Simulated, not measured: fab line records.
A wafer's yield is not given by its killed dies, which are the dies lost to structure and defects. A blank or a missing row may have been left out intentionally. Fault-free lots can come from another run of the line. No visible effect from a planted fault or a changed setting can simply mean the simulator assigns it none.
What tool caused it? | flow sky130 | Sampling: 11 lots, 33 wafers, 2 of 708 route steps

== WHAT THE GAUGES READ, wafer by wafer ==
SKY_METAL4_CD_MEAS_13 targets a cd of 300 nm.
lot  | measured     | on        | cd_nm (nm)
L586 | day 42 01:41 | cd_sem-01 | 297.6 297.6 298.8
L589 | day 42 19:21 | cd_sem-01 | 298.4 298.1 298.0
L590 | day 43 00:25 | cd_sem-01 | 301.3 301.6 300.8
L591 | day 43 05:19 | cd_sem-01 | 300.7 300.6 302.2
L592 | day 43 08:19 | cd_sem-02 | 300.3 298.7 298.9
L593 | day 43 22:24 | cd_sem-01 | 299.3 300.5 299.3
L595 | day 44 03:55 | cd_sem-02 | 299.2 297.8 299.4
L599 | day 45 19:28 | cd_sem-02 | 299.5 300.4 298.8
L604 | day 46 18:12 | cd_sem-02 | 298.9 299.7 298.9
L603 | day 46 20:28 | cd_sem-01 | 300.9 299.8 301.2
L607 | day 48 00:34 | cd_sem-01 | 300.4 300.6 299.2

== WHAT TOOL EACH LOT RAN ON (gives the tool, then ch and the chambers of the sampled wafers, and finally the start) ==
lot  | SKY_METAL4_SPUTTER_04
L586 | pvd_sputter-04, day 40 00:55
L589 | pvd_sputter-04, day 40 18:29
L590 | pvd_sputter-02, day 40 23:52
L591 | pvd_sputter-04, day 41 04:35
L592 | pvd_sputter-02, day 41 09:33
L593 | pvd_sputter-02, day 41 23:08
L595 | pvd_sputter-03, day 42 05:36
L599 | pvd_sputter-04, day 43 22:46
L604 | pvd_sputter-02, day 45 00:10
L603 | pvd_sputter-02, day 45 01:26
L607 | pvd_sputter-03, day 46 08:28
- SKY_METAL4_SPUTTER_04: material TiN, target thk 70 nm, time 58.3 s.

== THE ANSWER, worked out from the rows above alone ==
Rule: what is usual is taken from the lots themselves. Put in order of their means at a reading, lots are off if they are a third of the lots or fewer, leave a main group of 4 or more, and stand apart from it by a gap of 3 or more times the standard deviation of the main group's means; of several such gaps the widest counts. Not used: any main group whose means are identical at the precision the tables above print for the reading. Also off: a lot with no number at a reading for which 4 or more lots have one. The other lots that the step has rows for count as sound.
None of the lots is off at any reading shown; this tells nothing.

== WHAT THE SIMULATOR PUT IN ==
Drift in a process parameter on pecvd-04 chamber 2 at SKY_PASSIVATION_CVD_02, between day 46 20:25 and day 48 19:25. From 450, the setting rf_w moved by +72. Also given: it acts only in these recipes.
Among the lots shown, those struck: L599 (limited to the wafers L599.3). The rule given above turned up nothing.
